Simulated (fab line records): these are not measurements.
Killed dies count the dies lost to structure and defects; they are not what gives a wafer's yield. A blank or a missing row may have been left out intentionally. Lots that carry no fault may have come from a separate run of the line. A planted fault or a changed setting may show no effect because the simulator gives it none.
Comparing a struck lot with a sound one ; flow sky130 ; 15 steps out of a route of 708
Sound: the wafers L302.1, L302.4, L302.6. Wafers struck: L312.1, L312.2, L312.5. The cause is given at the end.
Per side, at each step with rows, come the tool, then ch with its chambers, and then its first start. Under that, the readings that differ: sound wafers ; struck wafers ; difference of the means ; sigmas: that difference in standard deviations of wafers without a fault.
alike: words and numbers the same on both sides, and readings whose means are apart by under 2 such deviations; not compared: readings that were withheld, readings missing a value for some wafer, numbers with overlapping values and no deviation given by the record, and bounds like >300 which may hide the same value.
The two part at a step that has a row with sigmas, a row that says differs or no value, or rows on one side only. When numbers do not overlap yet have no deviation, they are printed without sigmas and do not part them. A reading that every wafer of one side lacks parts them only if that side has two wafers or more.

first, 7 steps without rows for these wafers: SKY_PAD_OPEN_DEHYDRATE_00 (time 60 s); SKY_PAD_OPEN_HMDS_01 (prime time 60 s); SKY_PAD_OPEN_COAT_02 (resist thk 3000 nm); SKY_PAD_OPEN_SOFTBAKE_03; SKY_PAD_OPEN_EXPOSE_04 (exposes mask PDM, target cd 60000 nm); SKY_PAD_OPEN_PEB_05; SKY_PAD_OPEN_DEVELOP_06 (develop time 60 s).
SKY_PAD_OPEN_ETCH_07: etches the open film in CF4/O2, stops on AlCu, target depth 725 nm, time 161.1 s.
  sound on rie diel-02 ch 0,1,2, day 46 20:05; struck on rie diel-02 ch 0,2,3, day 49 08:28
  alike: cf4 flow sccm, drypump motor current A, oes product au, throttle valve pct
  not compared: rf hours counter h
SKY_PAD_OPEN_STRIP_08: strips in O2/N2.
  sound on plasma asher-01 ch 0,1, day 46 20:12; struck on plasma asher-02 ch 0,1, day 49 08:34
  alike: drypump motor current A, oes product au
  not compared: rf hours counter h
then, 3 steps without rows for these wafers: SKY_PAD_OPEN_STRIP_09 (strips in post etch residue remover, time 1200 s); SKY_PAD_OPEN_CLEAN_10 (cleans in IPA, time 180 s); SKY_PAD_OPEN_CLEAN_11 (cleans in O3/DIW).
SKY_PAD_OPEN_ANNEAL_12:
  sound on furnace-01 ch 0, day 46 20:47; struck on furnace-02 ch 0, day 49 09:09
reading;sound;struck;difference;sigmas
spike tc bottom C (C);425.8 424.6 424.6;399.2 400.8 398.1;-25.6;-26
spike tc centre C (C);399.4 399.7 401.5;375.2 375.1 373.3;-25.7;-27
spike tc lower C (C);403.1 401.4 400.5;373.4 372.6 372.6;-28.8;-15
spike tc top C (C);428.7 429.9 426.4;400.4 402.3 401.2;-27.0;-23
spike tc upper C (C);398.8 399.3 400.3;374.5 374.6 372.8;-25.5;-23
zone power bottom pct (%);6.22 6.21 6.09;5.36 5.46 5.42;-0.76;-5
zone power centre pct (%);4.51 4.59 4.60;4.20 4.13 4.23;-0.38;-8
  alike: zone power top pct
SKY_PAD_OPEN_BOW_MEAS_13:
  sound: film metro-02 at day 46 22:17; struck: film metro-02 at day 49 10:39
  alike: PAD_OPEN_BOW
SKY_PAD_OPEN_PROBE_99:
  sound: prober-02 at day 46 22:25; struck: prober-01 at day 49 10:46
  alike: defect limited yield, killed_at_M0_to_M3, killed_at_M4_up, killed at contacts, killed at front end, killed at other, killed dies, killed open, killed short, sort_bin_3_pad_short, sort_bin_5_function, sort_bin_6_memory, sort n pass, sort yield pct

== WHERE THEY PART ==
At SKY_PAD_OPEN_ANNEAL_12 and nowhere else, as far as this record goes. Later steps at which nothing parts them and some readings are alike: SKY_PAD_OPEN_BOW_MEAS_13, SKY_PAD_OPEN_PROBE_99.

WHY: the cause the simulator had injected
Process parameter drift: furnace-02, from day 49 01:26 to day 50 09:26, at SKY_PAD_OPEN_ANNEAL_12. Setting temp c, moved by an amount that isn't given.
